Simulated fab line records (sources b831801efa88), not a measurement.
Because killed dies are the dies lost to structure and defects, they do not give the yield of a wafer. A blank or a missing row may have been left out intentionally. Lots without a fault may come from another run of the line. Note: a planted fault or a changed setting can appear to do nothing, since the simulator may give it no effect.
Lot-split experiment	flow sfq_line	5 lots, 23 wafers read, on a route of 325 steps

== THE SPLIT ==
At SFQ_TRILAYER_I4_VIA_LITHO_EXPOSE_104 (exposes mask I4, target cd 700 nm), the setting dose_mj was moved away from the recipe's 21.3 on 5 of the 23 wafers read, by -6.4% to -5.3%. For the rest of the wafers, this setting stayed at what the recipe calls for.

== FROM THE SPLIT TO THE READING: what the file shows between them, 3 steps ==
- SFQ_TRILAYER_I4_VIA_LITHO_PEB_106: peb time 57.93 s
- SFQ_TRILAYER_I4_VIA_LITHO_DEVELOP_105: time 60 s
- SFQ_TRILAYER_I4_VIA_BARC_OPEN_VIA_ETCH_146: etches BARC in O2, target depth 125 nm, time 41.7 s

== THE READING ==
I4.cd_nm (the simulator's own value, which no gauge read), in nm, at SFQ_TRILAYER_I4_VIA_ETCH_VIA_ETCH_106 (etches SiO2 in CHF3, stops on Nb, target depth 260 nm). The file gives no usual value for it. Average 693.9 nm, standard deviation 2.6 nm, over the 18 wafers here run with the recipe.

wafer	tool, chamber at the split	dose_mj as run	against the recipe	I4.cd_nm, nm	against lot-mates on the recipe
L078.1	krf_scanner-02, 0	21.3	recipe	696.4	-
L078.2	krf_scanner-02, 0	21.3	recipe	691.5	-
L078.3	krf_scanner-02, 0	21.3	recipe	691.9	-
L078.4	krf_scanner-02, 0	21.3	recipe	696	-
L078.5	krf_scanner-02, 0	21.3	recipe	691.1	-
L079.1	krf_scanner-02, 0	21.3	recipe	694.7	-
L079.4	krf_scanner-02, 0	21.3	recipe	692.7	-
L079.5	krf_scanner-02, 0	21.3	recipe	692.6	-
L080.1	krf_scanner-02, 0	21.3	recipe	692.2	-
L080.2	krf_scanner-02, 0	21.3	recipe	687.9	-
L080.3	krf_scanner-02, 0	19.94	-6.4%	679	-11.0
L080.5	krf_scanner-02, 0	19.94	-6.4%	681.9	-8.1
L080.6	krf_scanner-02, 0	19.94	-6.4%	681.1	-8.9
L084.1	krf_scanner-02, 0	21.3	recipe	695.3	-
L084.2	krf_scanner-02, 0	21.3	recipe	694.6	-
L084.3	krf_scanner-02, 0	21.3	recipe	692.6	-
L084.4	krf_scanner-02, 0	21.3	recipe	696	-
L084.5	krf_scanner-02, 0	21.3	recipe	691.8	-
L085.1	krf_scanner-02, 0	20.18	-5.3%	683.7	-13.7
L085.2	krf_scanner-02, 0	21.3	recipe	695.8	-
L085.3	krf_scanner-02, 0	20.18	-5.3%	684.4	-13.0
L085.4	krf_scanner-02, 0	21.3	recipe	698.6	-
L085.5	krf_scanner-02, 0	21.3	recipe	697.9	-

FIT RESULTS
A straight line over all 23 wafers: I4.cd_nm changes by +2.01 nm for each +1% of dose_mj; r = +0.90; the points scatter about the line by 2.5 nm.
The same after taking each lot's own level away (the mean of its wafers on the recipe; 23 wafers): +1.79 nm for each +1%; r = +0.90; scatter 2.2 nm.
On that fit, the largest move of dose_mj shifts the reading by 11 nm.
The span of the lots' own levels, 690.05 to 697.43 nm, comes to 2.8 times the standard deviation stated above.
In other words, the slope is changed by the lot-to-lot level; the two fits disagree.
Check: for one of the wafers moved furthest among these (-6.4%), held out of the fit, the line's prediction against its lot-mates is -11.7 nm. Against them it came out at -11 nm.

== FURTHER SPLITS ON THESE WAFERS ==
These wafers also went through other splits before the reading. Each is held against what the fit with the lots' levels taken away leaves over:
other split on the same wafers	wafers away from the commonest value	r with I4.cd_nm (lot level and that fit taken away)
SFQ_TRILAYER_M4_DEP_SPUTTER_091 power_w	11	+0.09
SFQ_TRILAYER_M4_LITHO_COAT_098 resist_thk_nm	10	-0.19
SFQ_TRILAYER_I4_DEP_PECVD_099 rf_w	8	-0.26
SFQ_TRILAYER_I4_VIA_LITHO_COAT_108 spin_rpm	10	+0.29

== THE WHOLE CHAIN: every reading that the file lists as answering this split, in the file's order ==
step	what it does	reading	change (the file's fit)	r (the file's)
SFQ_TRILAYER_I4_VIA_BARC_OPEN_VIA_ETCH_146	etches BARC in O2, target depth 125 nm, time 41.7 s	I4.cd_nm (the simulator's own value, which no gauge read)	+1.78 nm for each +1% of the setting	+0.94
SFQ_TRILAYER_I4_VIA_ETCH_VIA_ETCH_106	etches SiO2 in CHF3, stops on Nb, target depth 260 nm	I4.cd_nm (the simulator's own value, which no gauge read)	+1.9 nm for each +1% of the setting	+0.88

== THE FILE'S OWN FIT ==
I4.cd_nm changes by +1.9 nm for each +1% of dose_mj, r = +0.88.
